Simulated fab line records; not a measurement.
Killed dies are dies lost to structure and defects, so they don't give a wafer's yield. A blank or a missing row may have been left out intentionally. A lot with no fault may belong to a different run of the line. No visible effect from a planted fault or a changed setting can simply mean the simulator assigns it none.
fab line records    flow sfqLine
record lots=6  wafers=18  lastDay=82
route steps=325 shown M4@162 I4@163
lots with no fault: from the same line, run without faults
startH: hours from the record's first day to the start of the lot's first wafer shown    waitH: time in hours since the lot's previous step    " the same as in the row above    L1.1+2: a row that stands for several wafers    - no value, or no start given    * or withheld: withheld    < > ~ a bound
route shown NAME@n: names a module that has steps shown in the file, with the first one's number in the route    usual: mean/standard deviation taken from wafers without a fault    same: alike in all rows    chamber/n: place in a boat    sites: per-site readings    _std_site: the standard deviation of these    _edge_site: mean of outer sites minus mean of inner sites    radiusMm: how far each site lies from the wafer's centre    mask NAME#n: copy n    behind: tool/chamber where the wafer was last shaped    hold: the reason the lot was held/the length of the hold in hours/how it ended    device: transistor that didn't switch, given as n, p or np    end of line: at the end of the route, the tests of the same wafers    step lacking rows: just its recipe    killed: the dies lost at the first sort to structure and to defects; this is not the yield of the wafer    map: per-die view of a wafer (x killed, . not killed, _ where there is no die)
set.NAME: the setting that was run; set.NAME@STEP: the one run at that earlier step    model.NAME: the simulator's own value behind a step, which no gauge read
lots at selected steps of the route; one table per step, one row per wafer
services: the hour from which a tool's chamber was out of use, counted from the record's first day as startH (under 0 if before that day), plus the number of hours and why
## steps
# step SFQ_TRILAYER_M4_STRIP_SOLV_CLEAN_098
# recipe chemistry=NMP  tempC=70  timeS=600
# step SFQ_TRILAYER_I4_DEP_PECVD_099
# recipe material=SiO2  tempC=150  timeS=111.11  pressureTorr=2.4  rfW=183.3  precursor=SiH4/N2O  targetThkNm=500
# usual heaterPowerW=82/17  throttleValvePct=24.7/1.9
# same timeS=111.11
lot.wafer  tool      chamber  startH   waitH  heaterPowerW  throttleValvePct
L746.1     pecvd-02  2        1158.89  0.0    63            23.2
L746.4     "         1        "        "      95            21.4
L746.5     "         0        "        "      74            23.0
L753.3     pecvd-02  2        1243.69  0.0    69            23.6
L753.4     "         0        "        "      77            23.0
L753.5     "         2        "        "      73            23.2
L755.2     pecvd-01  1        1258.34  0.0    114           27.3
L755.4     "         1        "        "      112           27.5
L755.6     "         0        "        "      58            25.7
L761.3     pecvd-02  0        1304.69  0.0    66            23.4
L761.4     "         2        "        "      71            23.4
L761.6     "         1        "        "      96            21.5
L762.2     pecvd-03  1        1333.49  0.0    71            27.6
L762.3     "         0        "        "      109           24.6
L762.4     "         1        "        "      74            27.9
L763.2     pecvd-01  2        1355.09  0.0    63            25.3
L763.3     "         0        "        "      69            26.1
L763.5     "         2        "        "      67            25.4
# step SFQ_TRILAYER_I4_CMP_CMP_100
# recipe material=SiO2  downForcePsi=3  platenRpm=60  padVelocityMS=0.94248
# usual edgeZonePressureFrac=0.999/0.0045  motorCurrentA=9.5/0.87  slurryFilterDpKPa=13.51/0.14  timeToEndpointS=214/9
lot.wafer  tool    chamber  startH   waitH  edgeZonePressureFrac  motorCurrentA  slurryFilterDpKPa  timeToEndpointS
L746.1     cmp-01  1        1158.97  0.0    1.002                 8.5            13.45              214
L746.4     "       3        1159.97  1.0    0.997                 10.9           13.54              218
L746.5     "       2        1161.47  2.5    1.002                 10.0           13.36              205
L753.3     cmp-01  0        1245.90  2.2    1.000                 9.2            13.62              220
L753.4     "       1        "        "      0.998                 8.4            13.48              227
L753.5     "       0        1247.90  4.1    1.001                 9.8            13.37              222
L755.4     cmp-02  1        1258.92  0.5    1.004                 9.8            13.32              223
L755.2     "       2        "        "      0.997                 8.5            13.48              217
L755.6     "       1        1260.92  2.5    1.002                 10.3           13.21              220
L761.3     cmp-02  0        1314.02  9.3    0.996                 8.3            13.16              208
L761.4     "       1        "        "      1.007                 10.0           13.41              220
L761.6     "       3        1315.52  10.8   0.997                 9.7            13.53              206
L762.3     cmp-01  3        1360.42  26.9   0.997                 10.7           13.47              229
L762.4     "       0        "        "      1.003                 9.0            13.37              221
L762.2     "       1        "        "      0.999                 8.3            13.77              215
L763.2     cmp-01  2        1382.70  27.6   1.005                 10.0           13.61              205
L763.3     "       3        "        "      0.999                 10.9           13.39              205
L763.5     "       1        1384.20  29.0   0.998                 8.1            13.49              208
# step SFQ_I4_BOW_MEAS_927
# recipe mode=bow
# usual I4_BOW=6/11
lot.wafer  tool          chamber  startH   waitH  I4_BOW[um]
L746.1     filmMetro-01  -        1161.97  2.5    0
L746.4     "             -        "        "      -1
L746.5     "             -        "        "      -14
L753.3     filmMetro-03  -        1248.44  2.0    1
L753.4     "             -        "        "      0
L753.5     "             -        "        "      2
L755.2     filmMetro-03  -        1261.44  1.5    -4
L755.4     "             -        "        "      -5
L755.6     "             -        "        "      0
L761.3     filmMetro-03  -        1316.06  1.5    5
L761.4     "             -        "        "      -12
L761.6     "             -        "        "      0
L762.2     filmMetro-03  -        1363.44  1.5    8
L762.3     "             -        "        "      0
L762.4     "             -        "        "      16
L763.2     filmMetro-03  -        1385.22  2.0    30
L763.3     "             -        "        "      29
L763.5     "             -        "        "      28
# step SFQ_TRILAYER_I4_METRO_MEASURE_101
# usual thkNm=199.8/1.2
lot.wafer  tool          chamber  startH   waitH  thkNm
L746.1     filmMetro-01  -        1162.09  0.1    199.2
L746.4     "             -        "        "      199.8
L746.5     "             -        "        "      199.3
L753.3     filmMetro-03  -        1248.92  0.5    199.5
L753.4     "             -        "        "      200.5
L753.5     "             -        "        "      200.6
L755.2     filmMetro-03  -        1261.74  0.3    200.6
L755.4     "             -        "        "      200.3
L755.6     "             -        "        "      201.0
L761.3     filmMetro-03  -        1316.54  0.5    200.5
L761.4     "             -        "        "      200.0
L761.6     "             -        "        "      198.8
L762.2     filmMetro-03  -        1363.74  0.3    198.1
L762.3     "             -        "        "      199.7
L762.4     "             -        "        "      199.1
L763.2     filmMetro-03  -        1385.52  0.3    199.3
L763.3     "             -        "        "      200.5
L763.5     "             -        "        "      198.8
# step SFQ_TRILAYER_I4_VIA_LITHO_COAT_108
# recipe resist=BARC  spinRpm=3000  resistThkNm=62
# step SFQ_TRILAYER_I4_VIA_LITHO_COAT_103
# recipe resist=KrF  spinRpm=3000  resistThkNm=650
# step SFQ_TRILAYER_I4_VIA_LITHO_SOFTBAKE_107
# recipe tempC=withheld  timeS=withheld  resist=KrF
# step SFQ_TRILAYER_I4_VIA_LITHO_EXPOSE_104
# recipe maskId=I4  na=0.6  sourceShape=conventional  sigmaOuter=0.65  targetCdNm=700  doseMj=21.3
# step SFQ_TRILAYER_I4_VIA_LITHO_PEB_106
# recipe pebTempC=115  pebTimeS=60  resist=KrF
# step SFQ_TRILAYER_I4_VIA_LITHO_DEVELOP_105
# recipe timeS=60  resist=KrF
# step SFQ_I4_OVL_MEAS_928
# usual I4_OVL=5/4.6
lot.wafer  tool        chamber  startH   waitH  I4_OVL[nm]
L746.1     overlay-02  -        1165.88  0.1    3
L746.4     "           -        "        "      0
L746.5     "           -        "        "      9
L753.3     overlay-01  -        1352.91  0.1    -3
L753.4     "           -        "        "      -9
L753.5     "           -        "        "      -4
L755.2     overlay-01  -        1364.90  0.1    12
L755.4     "           -        "        "      8
L755.6     "           -        "        "      5
L761.3     overlay-02  -        1406.60  0.1    7
L761.4     "           -        "        "      6
L761.6     "           -        "        "      -2
L762.2     overlay-01  -        1441.08  0.1    -4
L762.3     "           -        "        "      0
L762.4     "           -        "        "      3
L763.2     overlay-01  -        1473.48  0.1    5
L763.3     "           -        "        "      5
L763.5     "           -        "        "      1
# step SFQ_TRILAYER_I4_VIA_BARC_OPEN_VIA_ETCH_146
# recipe maskMaterial=PR  chemistry=O2  targetDepthNm=125  target=BARC  sourceW=500  biasW=80  pressureMtorr=30  timeS=41.7
# usual biasW=79.99/0.23  drypumpMotorCurrentA=5.7/0.53  oesProductAu=0.685/0.0045
# same timeS=41.7
lot.wafer  tool        chamber  startH   waitH  biasW  drypumpMotorCurrentA  oesProductAu  rfHoursCounterH
L746.1     rieDiel-02  2        1165.91  0.0    79.99  5.0                   0.683         7
L746.4     "           0        "        "      79.85  5.7                   0.687         15
L746.5     "           0        "        "      79.84  5.7                   0.675         -
L753.3     rieDiel-03  0        1352.93  0.0    79.68  5.3                   0.686         16
L753.4     "           2        "        "      79.95  5.7                   0.686         18
L753.5     "           1        "        "      75.92  6.7                   0.678         -
L755.2     rieDiel-03  2        1364.93  0.0    80.12  5.7                   0.691         18
L755.4     "           1        "        "      76.10  6.8                   0.686         -
L755.6     "           2        "        "      80.19  5.7                   0.688         -
L761.3     rieDiel-04  0        1406.63  0.0    79.83  5.1                   0.694         12
L761.4     "           3        "        "      79.68  5.6                   0.695         16
L761.6     "           2        "        "      79.92  6.1                   0.682         -
L762.2     rieDiel-03  0        1441.11  0.0    80.31  5.3                   0.685         19
L762.3     "           1        "        "      79.58  6.7                   0.681         16
L762.4     "           0        "        "      80.05  5.3                   0.678         -
L763.2     rieDiel-03  0        1473.51  0.0    79.80  5.3                   0.683         19
L763.3     "           2        "        "      80.59  5.7                   0.681         0
L763.5     "           3        "        "      79.80  5.3                   0.690         -
# step SFQ_TRILAYER_I4_VIA_ETCH_VIA_ETCH_106
# recipe target=SiO2  stopOn=Nb  maskMaterial=PR  taperDeg=20  chemistry=CHF3  targetDepthNm=260  sourceW=500  biasW=80  pressureMtorr=30  timeS=withheld
# usual biasW=80.02/0.25  drypumpMotorCurrentA=5.7/0.53  oesProductAu=0.854/0.0052
lot.wafer  tool        chamber  startH   waitH  biasW  drypumpMotorCurrentA  oesProductAu
L746.1     rieDiel-02  2        1165.95  0.0    80.31  5.0                   0.861
L746.4     "           0        "        "      79.62  5.7                   0.852
L746.5     "           0        "        "      79.56  5.7                   0.862
L753.3     rieDiel-03  0        1352.97  0.0    79.89  5.3                   0.855
L753.4     "           2        "        "      79.73  5.7                   0.857
L753.5     "           1        "        "      79.96  6.7                   0.861
L755.2     rieDiel-03  2        1364.97  0.0    79.76  5.7                   0.855
L755.4     "           1        "        "      79.94  6.7                   0.858
L755.6     "           2        "        "      79.62  5.7                   0.857
L761.3     rieDiel-04  0        1406.66  0.0    80.63  5.1                   0.857
L761.4     "           3        "        "      80.16  5.6                   0.855
L761.6     "           2        "        "      80.09  6.1                   0.845
L762.2     rieDiel-03  0        1441.15  0.0    79.91  5.3                   0.847
L762.3     "           1        "        "      80.21  6.8                   0.853
L762.4     "           0        "        "      79.87  5.3                   0.860
L763.2     rieDiel-03  0        1473.55  0.0    79.74  5.3                   0.851
L763.3     "           2        "        "      79.89  5.7                   0.860
L763.5     "           3        "        "      79.82  5.2                   0.854
## services
tool          chamber  startH   hours  kind
rieDiel-04    -        1136.22  1.1    repair
rieDiel-02    1        1144.33  7.4    repair
pecvd-02      -        1169.06  1.7    repair
cmp-02        -        1172.41  0.5    repair
pecvd-02      2        1182.04  8.0    repair
cmp-01        -        1185.82  1.2    repair
rieDiel-03    -        1207.90  0.5    repair
filmMetro-03  -        1212.81  0.8    pm
filmMetro-03  -        1213.65  4.8    pm
rieDiel-02    2        1232.80  3.7    repair
pecvd-01      0        1242.84  3.8    repair
cmp-01        -        1260.42  4.0    pm
cmp-01        -        1288.96  1.9    repair
rieDiel-03    2        1293.42  1.2    repair
cmp-01        -        1300.49  0.3    repair
pecvd-02      -        1321.86  2.8    pm
filmMetro-03  -        1348.40  0.9    pm
rieDiel-03    0        1362.13  3.8    repair
cmp-01        -        1372.42  3.8    pm
rieDiel-03    3        1391.05  6.5    repair
rieDiel-03    -        1453.16  0.4    repair
filmMetro-03  -        1457.94  1.0    pm
filmMetro-03  -        1458.90  0.7    pm
pecvd-02      -        1465.81  0.6    repair
## key
firstSign step=SFQ_TRILAYER_I4_VIA_BARC_OPEN_VIA_ETCH_146  reading=biasW  direction=down  sigmas=17  usual=79.99  struck=76.01
effect none on later readings
metAt SFQ_TRILAYER_I4_VIA_BARC_OPEN_VIA_ETCH_146
struckWafers L753.5,L755.4
fault kind=processParameterDrift  tool=rieDiel-03  chamber=1  onsetH=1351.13  steps=SFQ_TRILAYER_I4_VIA_BARC_OPEN_VIA_ETCH_146  channel=biasW  offset=-4.2515  shape=step  endH=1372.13  actsIn=theseRecipesOnly  stated=80
